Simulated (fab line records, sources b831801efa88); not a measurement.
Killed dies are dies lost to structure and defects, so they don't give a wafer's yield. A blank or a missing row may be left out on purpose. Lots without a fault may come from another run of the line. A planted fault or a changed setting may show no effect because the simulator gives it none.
fab line records | flow sky130
record lots=12 wafers=35 last_day=50
route steps=708 shown METAL1@450 VIA1@472 PAD_OPEN@708
lots that met no fault: from a run of the same line without faults
start_h: hours from the record's first day to the start of the lot's first wafer shown | wait_h: hours since the lot's step before | " the same as in the row above | L1.1+2: a row that stands for several wafers | - no value, or no start given | * or withheld: withheld | < > ~ a bound
route shown NAME@n: a module of which the file shows steps, and the number in the route of the first | usual: mean/standard deviation of fault-free wafers | same: alike in all rows | chamber/n: place in a boat | sites: the reading at each site | _std_site: their standard deviation | _edge_site: outer sites' mean less inner sites' | radius_mm: how far each site lies from the wafer's centre | mask NAME#n: copy n | behind: the tool/chamber that last shaped the wafer | hold: why the lot was held/for how many hours/how that ended | device: the transistor (n, p or np) that didn't switch | end of line: the same wafers' tests at the end of the route | a step without rows: its recipe alone | killed: dies lost to structure and defects at the first sort, not the wafer's yield | map: a wafer's dies, x killed, . not, _ none there
set.NAME: the setting as run; set.NAME@STEP: as run at that earlier step | model.NAME: the simulator's own value behind a step, which no gauge read
steps of the route over a sample of lots; a table a step, a row a wafer
services: from which hour (start_h, from the record's first day; less than 0 if before it) a tool's chamber was out of use, for how many hours, and why
## steps
# step SKY_METAL1_OVL_MEAS_16
# usual METAL1_OVL=1/5.9
# columns lot.wafer tool chamber start_h wait_h METAL1_OVL[nm]
L229.1 overlay-01 - 777.09 0.1 4
L229.4 " - " " 7
L229.5 " - " " 2
L231.1 overlay-01 - 788.14 0.1 0
L231.3 " - " " -5
L231.5 " - " " 3
L233.2 overlay-02 - 810.70 0.1 -5
L233.4 " - " " 0
L233.5 " - " " 6
L234.1 overlay-01 - 814.34 0.1 5
L234.3 " - " " -6
L234.5 " - " " -3
L235.2 overlay-01 - 820.19 0.1 2
L235.3 " - " " -3
L235.4 " - " " 8
L236.3 overlay-02 - 831.95 0.1 14
L236.4 " - " " 11
L236.6 " - " " 12
L237.1 overlay-01 - 837.37 0.1 -2
L237.2 " - " " -8
L237.3 " - " " -6
L239.2 overlay-01 - 850.00 0.1 -2
L239.3 " - " " 1
L239.4 " - " " 4
L240.2 overlay-02 - 853.64 0.1 1
L240.3 " - " " 3
L240.4 " - " " 2
L242.1 overlay-01 - 871.97 0.1 13
L242.5 " - " " 1
L242.6 " - " " 5
L246.1 overlay-02 - 899.82 0.1 1
L246.6 " - " " 5
L250.1 overlay-01 - 931.04 0.1 4
L250.4 " - " " 1
L250.6 " - " " 7
# step SKY_VIA1_ETCH_14
# recipe chemistry=N2/H2 target=BARC ion_energy_ev=200 source_w=500 bias_w=100 pressure_mtorr=30 n2_flow_sccm=100 h2_flow_sccm=200 stop_on=SiO2 time_s=45.9 target_depth_a=600
# usual drypump_motor_current_A=6.1/0.46 oes_product_au=0.855/0.0048 throttle_valve_pct=13.225/0.009
# columns lot.wafer tool chamber start_h wait_h drypump_motor_current_A oes_product_au rf_hours_counter_h throttle_valve_pct
L229.1 rie_diel-04 1 805.15 0.0 6.7 0.852 26 13.229
L229.4 " 2 " " 5.5 0.853 - 13.221
L229.5 " 0 " " 6.4 0.849 - 13.221
L231.1 rie_diel-01 1 815.97 0.0 5.3 0.856 10 13.229
L231.3 " 3 " " 6.4 0.846 5 13.234
L231.5 " 1 " " 5.3 0.852 - 13.233
L233.2 rie_diel-01 3 838.65 0.0 6.4 0.859 5 13.219
L233.4 " 2 " " 6.2 0.856 6 13.212
L233.5 " 2 " " 6.2 0.857 - 13.222
L234.1 rie_diel-04 0 842.72 0.0 6.3 0.856 4 13.215
L234.3 " 1 " " 6.7 0.854 28 13.227
L234.5 " 3 " " 6.6 0.850 - 13.231
L235.2 rie_diel-04 0 848.40 0.0 6.3 0.860 5 13.208
L235.3 " 2 " " 5.6 0.860 0 13.226
L235.4 " 3 " " 6.7 0.857 7 13.238
L236.3 rie_diel-02 2 859.60 0.0 5.9 0.851 21 13.219
L236.4 " 0 " " 6.0 0.853 3 13.213
L236.6 " 0 " " 6.0 0.851 - 13.215
L237.1 rie_diel-02 0 864.80 0.0 6.0 0.858 3 13.230
L237.2 " 3 " " 6.1 0.849 5 13.236
L237.3 " 1 " " 5.2 0.856 7 13.226
L239.2 rie_diel-02 3 877.79 0.0 6.1 0.849 6 13.222
L239.3 " 2 " " 5.9 0.860 21 13.232
L239.4 " 1 " " 5.2 0.860 8 13.226
L240.2 rie_diel-01 2 881.19 0.0 6.2 0.861 7 13.219
L240.3 " 3 " " 6.4 0.856 6 13.217
L240.4 " 1 " " 5.4 0.855 12 13.236
L242.1 rie_diel-02 2 898.59 0.0 5.9 0.865 22 13.214
L242.5 " 2 " " 5.9 0.852 - 13.213
L242.6 " 1 " " 5.2 0.859 - 13.231
L246.1 rie_diel-02 1 926.60 0.0 5.2 0.860 9 13.229
L246.6 " 0 " " 6.0 0.860 - 13.219
L250.1 rie_diel-04 3 956.35 0.0 6.6 0.858 10 13.226
L250.4 " 0 " " 6.4 0.854 8 13.219
L250.6 " 0 " " 6.4 0.855 - 13.216
# step SKY_VIA1_ETCH_15
# recipe target=SiO2 chemistry=C4F8/O2/Ar target_depth_nm=351 stop_on=TiN mask_material=KrF-thick source_w=1500 bias_w=1200 pressure_mtorr=40 c4f8_flow_sccm=withheld O2_flow_sccm=6 Ar_flow_sccm=300 time_s=54
# usual oes_product_au=0.981/0.0052
# columns lot.wafer tool chamber start_h wait_h oes_product_au rf_hours_counter_h
L229.1 rie_diel-04 1 805.19 0.0 0.984 26
L229.4 " 2 " " 0.978 -
L229.5 " 0 " " 0.976 -
L231.1 rie_diel-01 1 816.01 0.0 0.988 10
L231.3 " 3 " " 0.978 5
L231.5 " 1 " " 0.974 -
L233.2 rie_diel-01 3 838.69 0.0 0.978 5
L233.4 " 2 " " 0.979 6
L233.5 " 2 " " 0.968 -
L234.1 rie_diel-04 0 842.76 0.0 0.970 4
L234.3 " 1 " " 0.980 28
L234.5 " 3 " " 0.985 -
L235.2 rie_diel-04 0 848.44 0.0 0.981 5
L235.3 " 2 " " 0.980 0
L235.4 " 3 " " 0.984 7
L236.3 rie_diel-02 2 859.64 0.0 0.990 21
L236.4 " 0 " " 0.979 3
L236.6 " 0 " " 0.988 -
L237.1 rie_diel-02 0 864.84 0.0 0.982 3
L237.2 " 3 " " 0.977 5
L237.3 " 1 " " 0.982 7
L239.2 rie_diel-02 3 877.83 0.0 0.984 6
L239.3 " 2 " " 0.985 21
L239.4 " 1 " " 0.985 8
L240.2 rie_diel-01 2 881.23 0.0 0.978 7
L240.3 " 3 " " 0.985 6
L240.4 " 1 " " 0.975 12
L242.1 rie_diel-02 2 898.63 0.0 0.983 22
L242.5 " 2 " " 0.978 -
L242.6 " 1 " " 0.979 -
L246.1 rie_diel-02 1 926.65 0.0 0.983 9
L246.6 " 0 " " 0.974 -
L250.1 rie_diel-04 3 956.39 0.0 0.983 10
L250.4 " 0 " " 0.983 8
L250.6 " 0 " " 0.978 -
# step SKY_VIA1_CVD_21
# recipe material=W target_thk_nm=270 time_s=80.902 temp_c=400 pressure_torr=40
# usual heater_power_w=908/94
# columns lot.wafer tool chamber start_h wait_h heater_power_w
L229.1 cvd_w-01 0 805.89 0.0 905
L229.4 " 0 " " 922
L229.5 " 1 " " 993
L231.1 cvd_w-02 1 816.72 0.0 756
L231.3 " 1 " " 751
L231.5 " 0 " " 859
L233.2 cvd_w-01 1 839.43 0.0 983
L233.4 " 1 " " 1025
L233.5 " 1 " " 1003
L234.1 cvd_w-01 1 843.54 0.0 1015
L234.3 " 1 " " 1008
L234.5 " 1 " " 1002
L235.2 cvd_w-01 1 849.16 0.0 1007
L235.3 " 1 " " 992
L235.4 " 0 " " 933
L236.3 cvd_w-02 1 860.38 0.1 748
L236.4 " 0 " " 871
L236.6 " 0 " " 843
L237.1 cvd_w-01 0 865.58 0.0 886
L237.2 " 1 " " 994
L237.3 " 0 " " 920
L239.2 cvd_w-01 1 878.53 0.0 993
L239.3 " 1 " " 991
L239.4 " 0 " " 933
L240.2 cvd_w-01 1 881.96 0.0 1003
L240.3 " 1 " " 1020
L240.4 " 0 " " 920
L242.1 cvd_w-01 1 899.33 0.0 1018
L242.5 " 1 " " 1006
L242.6 " 0 " " 904
L246.1 cvd_w-01 1 927.42 0.0 989
L246.6 " 1 " " 1007
L250.1 cvd_w-01 0 957.10 0.0 926
L250.4 " 1 " " 1037
L250.6 " 1 " " 1017
# step SKY_VIA1_RS_MEAS_22
# recipe thk_meas_gauge=four-point-probe reads=W_of_VIA1_CVD_21+TiN_of_VIA1_SPUTTER_20
# usual VIA1_W_RS=0.430/0.0046
# columns lot.wafer tool chamber start_h wait_h VIA1_W_RS[ohm/sq]
L229.1 film_metro-04 - 805.99 0.1 0.422
L229.4 " - " " 0.424
L229.5 " - " " 0.432
L231.1 film_metro-01 - 816.81 0.1 0.438
L231.3 " - " " 0.436
L231.5 " - " " 0.435
L233.2 film_metro-04 - 839.55 0.1 0.437
L233.4 " - " " 0.438
L233.5 " - " " 0.439
L234.1 film_metro-03 - 843.63 0.1 0.429
L234.3 " - " " 0.425
L234.5 " - " " 0.428
L235.2 film_metro-04 - 849.27 0.1 0.432
L235.3 " - " " 0.434
L235.4 " - " " 0.432
L236.3 film_metro-01 - 860.48 0.1 0.430
L236.4 " - " " 0.431
L236.6 " - " " 0.433
L237.1 film_metro-04 - 865.68 0.1 0.427
L237.2 " - " " 0.430
L237.3 " - " " 0.428
L239.2 film_metro-04 - 878.64 0.1 0.437
L239.3 " - " " 0.433
L239.4 " - " " 0.428
L240.2 film_metro-01 - 882.07 0.1 0.430
L240.3 " - " " 0.434
L240.4 " - " " 0.426
L242.1 film_metro-03 - 899.42 0.1 0.426
L242.5 " - " " 0.426
L242.6 " - " " 0.422
L246.1 film_metro-03 - 927.51 0.1 0.447
L246.6 " - " " 0.433
L250.1 film_metro-04 - 957.19 0.1 0.438
L250.4 " - " " 0.446
L250.6 " - " " 0.436
# step SKY_PAD_OPEN_PROBE_99
# usual defect_limited_yield=82.8/2 killed_at_M0_to_M3=42/7.3 killed_at_M4_up=3.2/1.8 killed_at_contacts=25/5.2 killed_at_front_end=15/4.6 killed_at_other=0.3/0.62 killed_dies=85/9.9 killed_open=46/7.1 killed_short=38/5.7 sort_bin_3_pad_short=0.9/0.42 sort_bin_5_function=10.0/1.5 sort_bin_6_memory=6.3/1.2 sort_n_pass=407/9.9 sort_yield_pct=82.8/2
# same gross_dies=492 killed_at_back_side=0 sort_bin_4_leakage[%]=0 sort_bin_8_speed[%]=0
# columns lot.wafer tool chamber start_h wait_h defect_limited_yield[%] killed_at_M0_to_M3 killed_at_M4_up killed_at_contacts killed_at_front_end killed_at_other killed_dies killed_open killed_short sort_bin_3_pad_short[%] sort_bin_5_function[%] sort_bin_6_memory[%] sort_n_pass sort_yield_pct[%]
L229.1 prober-02 - 1086.12 0.1 78.5 53 3 23 27 0 106 62 44 0.8 12.4 8.3 386 78.5
L229.4 prober-02 - 1086.27 0.2 83.7 38 6 25 11 0 80 46 34 0.4 9.1 6.7 412 83.7
L229.5 prober-02 - 1086.32 0.2 82.1 44 2 26 16 0 88 55 33 0.6 10.6 6.7 404 82.1
L231.1 prober-01 - 1095.04 0.1 78.7 49 2 36 18 0 105 58 47 1.0 14.0 6.3 387 78.7
L231.3 prober-01 - 1095.14 0.2 78.5 46 4 38 18 0 106 61 44 1.2 13.4 6.9 386 78.5
L231.5 prober-01 - 1095.24 0.2 83.7 30 2 24 24 0 80 44 33 0.8 8.1 7.3 412 83.7
L233.2 prober-01 - 1110.84 0.1 77.4 58 3 32 18 0 111 54 57 1.6 11.8 9.1 381 77.4
L233.4 prober-01 - 1110.94 0.2 82.5 37 7 25 17 0 86 39 46 1.0 10.6 5.9 406 82.5
L233.5 prober-01 - 1110.99 0.2 84.8 39 0 24 12 0 75 42 33 1.0 7.7 6.5 417 84.8
L234.1 prober-02 - 1115.89 0.1 80.7 56 4 19 16 0 95 49 46 0.2 13.0 6.1 397 80.7
L234.3 prober-02 - 1115.99 0.2 81.5 55 3 21 12 0 91 55 36 1.0 11.8 5.7 401 81.5
L234.5 prober-02 - 1116.09 0.2 81.3 46 4 27 14 1 92 54 38 0.8 9.6 8.3 400 81.3
L235.2 prober-01 - 1118.97 0.1 81.3 41 6 30 15 0 92 48 44 1.0 9.6 8.1 400 81.3
L235.3 prober-01 - 1119.02 0.2 84.6 38 2 23 13 0 76 43 33 1.2 8.5 5.7 416 84.6
L235.4 prober-01 - 1119.07 0.2 83.3 32 5 29 16 0 82 51 30 0.6 8.7 7.3 410 83.3
L236.3 prober-02 - 1129.18 0.2 83.5 38 4 23 15 1 81 41 40 0.8 10.2 5.5 411 83.5
L236.4 prober-02 - 1129.23 0.2 86.0 42 6 12 9 0 69 33 33 0.6 7.7 5.7 423 86.0
L236.6 prober-02 - 1129.33 0.2 80.7 56 4 20 15 0 95 53 42 0.6 12.0 6.7 397 80.7
L237.1 prober-01 - 1132.22 0.1 79.9 44 6 28 21 0 99 56 43 0.4 12.0 7.7 393 79.9
L237.2 prober-01 - 1132.27 0.1 81.7 43 4 29 14 0 90 47 43 0.4 11.6 6.3 402 81.7
L237.3 prober-01 - 1132.32 0.2 83.1 42 3 29 9 0 83 34 49 0.6 10.0 6.3 409 83.1
L239.2 prober-01 - 1140.53 0.1 81.1 43 2 27 21 0 93 49 44 1.2 11.4 6.3 399 81.1
L239.3 prober-01 - 1140.58 0.2 81.3 40 3 31 18 0 92 56 36 2.2 11.4 5.1 400 81.3
L239.4 prober-01 - 1140.63 0.2 82.1 48 4 22 13 1 88 45 43 1.0 11.2 5.7 404 82.1
L240.2 prober-02 - 1143.04 0.1 82.9 40 4 28 12 0 84 47 37 0.4 9.1 7.5 408 82.9
L240.3 prober-02 - 1143.09 0.2 85.0 32 4 26 12 0 74 34 40 1.0 8.9 5.1 418 85.0
L240.4 prober-02 - 1143.14 0.2 85.2 28 7 23 13 2 73 38 35 1.2 9.1 4.5 419 85.2
L242.1 prober-02 - 1154.92 0.1 85.8 38 3 15 14 0 70 40 30 0.2 10.6 3.5 422 85.8
L242.5 prober-02 - 1155.12 0.2 83.3 44 3 26 9 0 82 44 38 1.0 10.0 5.7 410 83.3
L242.6 prober-02 - 1155.17 0.2 85.0 42 3 25 4 0 74 32 42 0.6 8.3 6.1 418 85.0
L246.1 prober-02 - 1177.07 0.1 84.1 32 0 28 18 0 78 45 33 1.0 10.0 4.9 414 84.1
L246.6 prober-02 - 1177.32 0.2 85.4 44 2 15 11 0 72 41 31 0.4 8.5 5.7 420 85.4
L250.1 prober-02 - 1195.64 0.1 84.1 35 1 26 13 3 78 41 36 0.6 8.7 6.5 414 84.1
L250.4 prober-02 - 1195.79 0.2 85.0 32 2 19 20 1 74 39 34 1.2 10.4 3.5 418 85.0
L250.6 prober-02 - 1195.89 0.2 80.1 48 5 20 23 2 98 53 44 1.2 9.6 9.1 394 80.1
# killed by level:class
L229.1 VIA1:geometric_particle:open=14 POLY_GATE:geometric_particle:open=9 CONTACT:geometric_particle:open=9 VIA2:geometric_particle:open=9 VIA3:geometric_particle:open=8 VIA1:geometric_particle:short=7 FIELD_ISO:geometric_particle:open=6 CONTACT:geometric_particle:short=6
L229.4 CONTACT:geometric_particle:open=12 LI_CONTACT:geometric_particle:open=9 VIA2:geometric_particle:short=7 VIA1:geometric_particle:open=7 METAL1:geometric_particle:short=5 METAL4:geometric_particle:short=4 FIELD_ISO:geometric_particle:open=3 POLY_GATE:geometric_particle:short=3
L229.5 CONTACT:geometric_particle:open=11 VIA2:geometric_particle:open=11 VIA1:geometric_particle:open=10 POLY_GATE:geometric_particle:open=5 LI_CONTACT:geometric_particle:open=5 CONTACT:geometric_particle:short=4 VIA3:geometric_particle:open=4 VIA1:geometric_particle:short=4
L231.1 CONTACT:geometric_particle:open=11 VIA2:geometric_particle:open=9 LI_CONTACT:geometric_particle:open=8 CONTACT:geometric_particle:short=8 VIA3:geometric_particle:open=8 METAL2:geometric_particle:short=8 VIA1:geometric_particle:open=7 VIA2:geometric_particle:short=7
L231.3 LI_CONTACT:geometric_particle:open=15 VIA1:geometric_particle:open=13 CONTACT:geometric_particle:open=10 VIA2:geometric_particle:open=8 FIELD_ISO:geometric_particle:short=6 METAL1:geometric_particle:short=5 LI_CONTACT:geometric_particle:short=4 LOCAL_INTERCONNECT:geometric_particle:short=4
L231.5 CONTACT:geometric_particle:open=11 VIA1:geometric_particle:open=7 POLY_GATE:geometric_particle:short=6 LI_CONTACT:geometric_particle:open=6 VIA3:geometric_particle:open=5 CONTACT:geometric_particle:short=5 VIA2:geometric_particle:open=5 FIELD_ISO:geometric_particle:short=4
L233.2 VIA1:geometric_particle:open=16 LI_CONTACT:geometric_particle:open=9 CONTACT:geometric_particle:short=8 VIA3:geometric_particle:short=7 VIA3:geometric_particle:open=7 FIELD_ISO:geometric_particle:short=6 CONTACT:geometric_particle:open=6 VIA1:geometric_particle:short=5
L233.4 CONTACT:geometric_particle:open=8 VIA1:geometric_particle:open=8 LI_CONTACT:geometric_particle:open=7 VIA1:geometric_particle:short=6 CONTACT:geometric_particle:short=6 FIELD_ISO:geometric_particle:short=5 VIA2:geometric_particle:short=5 FIELD_ISO:geometric_particle:open=4
L233.5 CONTACT:geometric_particle:short=9 CONTACT:geometric_particle:open=8 VIA1:geometric_particle:open=8 VIA2:geometric_particle:open=7 VIA1:geometric_particle:short=5 FIELD_ISO:geometric_particle:open=4 METAL1:geometric_particle:short=3 METAL2:geometric_particle:short=3
L234.1 VIA1:geometric_particle:open=11 VIA2:geometric_particle:short=10 METAL1:geometric_particle:short=8 VIA3:geometric_particle:open=8 VIA2:geometric_particle:open=7 POLY_GATE:geometric_particle:open=6 METAL2:geometric_particle:short=6 CONTACT:geometric_particle:open=5
L234.3 VIA1:geometric_particle:open=11 CONTACT:geometric_particle:open=10 VIA2:geometric_particle:open=10 VIA3:geometric_particle:open=9 VIA2:geometric_particle:short=6 LI_CONTACT:geometric_particle:open=5 CONTACT:geometric_particle:short=5 VIA1:geometric_particle:short=5
L234.5 CONTACT:geometric_particle:open=14 LI_CONTACT:geometric_particle:open=7 VIA1:geometric_particle:short=7 VIA3:geometric_particle:open=7 VIA1:geometric_particle:open=6 METAL2:geometric_particle:short=5 VIA2:geometric_particle:open=5 FIELD_ISO:geometric_particle:open=4
L235.2 VIA1:geometric_particle:open=16 CONTACT:geometric_particle:short=8 CONTACT:geometric_particle:open=8 LI_CONTACT:geometric_particle:open=7 VIA1:geometric_particle:short=5 LI_CONTACT:geometric_particle:short=4 METAL1:geometric_particle:short=4 METAL4:geometric_particle:short=4
L235.3 VIA1:geometric_particle:open=10 CONTACT:geometric_particle:open=9 LI_CONTACT:geometric_particle:open=7 METAL1:geometric_particle:short=7 FIELD_ISO:geometric_particle:short=6 VIA2:geometric_particle:open=6 CONTACT:geometric_particle:short=4 VIA2:geometric_particle:short=4
L235.4 CONTACT:geometric_particle:open=14 VIA3:geometric_particle:open=9 FIELD_ISO:geometric_particle:short=7 LI_CONTACT:geometric_particle:open=7 VIA1:geometric_particle:open=6 FIELD_ISO:geometric_particle:open=5 CONTACT:geometric_particle:short=5 VIA2:geometric_particle:open=5
L236.3 VIA1:geometric_particle:open=10 CONTACT:geometric_particle:short=6 CONTACT:geometric_particle:open=6 METAL2:geometric_particle:short=6 LI_CONTACT:geometric_particle:open=5 LOCAL_INTERCONNECT:geometric_particle:short=4 POLY_GATE:geometric_particle:short=4 POLY_GATE:geometric_particle:open=4
L236.4 VIA1:geometric_particle:open=8 METAL1:geometric_particle:short=6 VIA3:geometric_particle:open=6 METAL2:geometric_particle:short=5 VIA2:geometric_particle:open=5 FIELD_ISO:geometric_particle:short=4 CONTACT:geometric_particle:open=4 LI_CONTACT:geometric_particle:open=3
L236.6 VIA1:geometric_particle:open=16 CONTACT:geometric_particle:open=10 METAL2:geometric_particle:short=7 VIA3:geometric_particle:open=7 VIA1:geometric_particle:short=6 METAL1:geometric_particle:short=5 FIELD_ISO:geometric_particle:short=4 VIA2:geometric_particle:open=4
L237.1 VIA1:geometric_particle:open=13 CONTACT:geometric_particle:open=9 METAL1:geometric_particle:short=8 FIELD_ISO:geometric_particle:open=6 LI_CONTACT:geometric_particle:open=6 VIA2:geometric_particle:open=6 POLY_GATE:geometric_particle:short=5 VIA3:geometric_particle:open=5
L237.2 LI_CONTACT:geometric_particle:open=9 CONTACT:geometric_particle:open=9 VIA2:geometric_particle:open=8 VIA2:geometric_particle:short=7 VIA3:geometric_particle:open=7 VIA1:geometric_particle:short=6 POLY_GATE:geometric_particle:open=6 LOCAL_INTERCONNECT:geometric_particle:short=6
L237.3 VIA1:geometric_particle:open=11 CONTACT:geometric_particle:open=10 LOCAL_INTERCONNECT:geometric_particle:short=8 METAL2:geometric_particle:short=8 CONTACT:geometric_particle:short=7 METAL1:geometric_particle:short=6 VIA1:geometric_particle:short=5 VIA2:geometric_particle:open=5
L239.2 VIA1:geometric_particle:open=10 CONTACT:geometric_particle:open=9 FIELD_ISO:geometric_particle:open=7 VIA2:geometric_particle:open=7 LI_CONTACT:geometric_particle:open=6 LOCAL_INTERCONNECT:geometric_particle:short=6 METAL1:geometric_particle:short=6 FIELD_ISO:geometric_particle:short=5
L239.3 VIA1:geometric_particle:open=14 LI_CONTACT:geometric_particle:open=9 CONTACT:geometric_particle:open=9 CONTACT:geometric_particle:short=6 METAL1:geometric_particle:short=5 FIELD_ISO:geometric_particle:open=4 VIA1:geometric_particle:short=4 POLY_GATE:geometric_particle:short=4
L239.4 VIA1:geometric_particle:open=11 LI_CONTACT:geometric_particle:open=9 CONTACT:geometric_particle:short=6 METAL1:geometric_particle:short=6 METAL2:geometric_particle:short=6 VIA2:geometric_particle:open=6 POLY_GATE:geometric_particle:open=4 VIA3:geometric_particle:open=4
L240.2 LI_CONTACT:geometric_particle:open=10 CONTACT:geometric_particle:open=10 METAL1:geometric_particle:short=7 VIA2:geometric_particle:open=7 VIA3:geometric_particle:open=6 FIELD_ISO:geometric_particle:open=5 VIA2:geometric_particle:short=5 METAL2:geometric_particle:short=4
L240.3 VIA3:geometric_particle:open=8 LI_CONTACT:geometric_particle:open=8 METAL2:geometric_particle:short=6 CONTACT:geometric_particle:short=5 CONTACT:geometric_particle:open=5 VIA2:geometric_particle:short=5 FIELD_ISO:geometric_particle:short=4 LI_CONTACT:geometric_particle:short=4
L240.4 CONTACT:geometric_particle:open=10 LI_CONTACT:geometric_particle:open=8 VIA3:geometric_particle:open=7 VIA1:geometric_particle:open=6 METAL2:geometric_particle:short=6 METAL4:geometric_particle:short=6 POLY_GATE:geometric_particle:short=5 FIELD_ISO:geometric_particle:short=4
L242.1 VIA1:geometric_particle:open=14 CONTACT:geometric_particle:open=6 METAL1:geometric_particle:short=6 POLY_GATE:geometric_particle:open=4 CONTACT:geometric_particle:short=4 VIA2:geometric_particle:short=4 VIA3:geometric_particle:open=4 POLY_GATE:geometric_particle:short=3
L242.5 VIA1:geometric_particle:open=12 CONTACT:geometric_particle:short=7 CONTACT:geometric_particle:open=7 METAL1:geometric_particle:short=6 VIA2:geometric_particle:open=6 LI_CONTACT:geometric_particle:open=5 METAL3:geometric_particle:short=5 VIA3:geometric_particle:open=5
L242.6 VIA1:geometric_particle:open=9 LI_CONTACT:geometric_particle:short=8 METAL1:geometric_particle:short=7 CONTACT:geometric_particle:open=7 LI_CONTACT:geometric_particle:open=6 METAL2:geometric_particle:short=6 VIA2:geometric_particle:open=5 METAL3:geometric_particle:short=4
L246.1 CONTACT:geometric_particle:open=11 VIA1:geometric_particle:open=9 LI_CONTACT:geometric_particle:short=6 POLY_GATE:geometric_particle:short=5 LI_CONTACT:geometric_particle:open=5 VIA3:geometric_particle:open=5 POLY_GATE:geometric_particle:open=4 METAL2:geometric_particle:short=4
L246.6 VIA2:geometric_particle:open=9 METAL2:geometric_particle:short=7 VIA3:geometric_particle:open=6 CONTACT:geometric_particle:open=5 VIA1:geometric_particle:open=5 LI_CONTACT:geometric_particle:open=4 POLY_GATE:geometric_particle:open=3 LOCAL_INTERCONNECT:geometric_particle:short=3
L250.1 CONTACT:geometric_particle:open=11 VIA1:geometric_particle:open=11 VIA3:geometric_particle:short=6 VIA2:geometric_particle:open=5 CONTACT:geometric_particle:short=5 LOCAL_INTERCONNECT:geometric_particle:short=5 POLY_GATE:geometric_particle:short=4 FIELD_ISO:geometric_particle:short=3
L250.4 CONTACT:geometric_particle:open=8 VIA1:geometric_particle:open=8 FIELD_ISO:geometric_particle:short=6 VIA1:geometric_particle:short=6 POLY_GATE:geometric_particle:short=5 LI_CONTACT:geometric_particle:open=5 POLY_GATE:geometric_particle:open=4 VIA2:geometric_particle:open=4
L250.6 VIA1:geometric_particle:open=14 FIELD_ISO:geometric_particle:open=7 CONTACT:geometric_particle:open=7 VIA2:geometric_particle:short=7 VIA1:geometric_particle:short=7 LI_CONTACT:geometric_particle:open=5 METAL1:geometric_particle:short=5 VIA2:geometric_particle:open=5
## services
# columns tool chamber start_h hours kind
cvd_w-01 - 784.96 0.7 repair
rie_diel-01 - 789.52 0.8 repair
rie_diel-01 - 791.56 14.6 pm
cvd_w-01 - 801.45 3.0 repair
rie_diel-04 3 803.63 8.8 repair
rie_diel-04 2 812.45 - clean
rie_diel-04 2 812.45 16.5 scheduled_down
rie_diel-04 2 812.45 16.5 vent_cycle
rie_diel-02 1 813.81 6.2 repair
rie_diel-02 1 838.07 10.5 repair
rie_diel-01 0 838.88 2.8 repair
rie_diel-04 3 854.77 7.2 repair
rie_diel-04 1 864.75 - clean
cvd_w-02 1 878.18 4.8 repair
rie_diel-01 3 898.44 33.1 repair
cvd_w-02 - 904.12 14.0 pm
rie_diel-04 - 905.35 0.6 repair
cvd_w-01 - 905.72 0.9 repair
cvd_w-01 0 908.10 5.6 repair
rie_diel-01 2 936.08 7.8 repair
rie_diel-04 - 936.89 0.9 repair
rie_diel-02 1 944.17 4.7 repair
rie_diel-02 1 949.62 13.7 repair
rie_diel-02 3 950.87 4.8 repair
## key
first_sign step=SKY_VIA1_RS_MEAS_22 reading=VIA1_W_RS direction=up sigmas=3.1 usual=0.430 struck=0.444
effect none on later readings
met_at SKY_VIA1_CVD_21
struck_lots L246,L250
struck_wafers L246.1,L250.1,L250.4
not_acting_at SKY_METAL1_OVL_MEAS_16,SKY_VIA1_ETCH_14,SKY_VIA1_ETCH_15
onset_between 899.33 927.42
fault kind=process_parameter_drift tool=cvd_w-01 chamber=- onset_h=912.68 steps=SKY_VIA1_CVD_21 channel=target_thk_nm offset=-6.9531 shape=step end_h=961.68 scope=struck_wafers_only acts_in=these_recipes_only stated=270
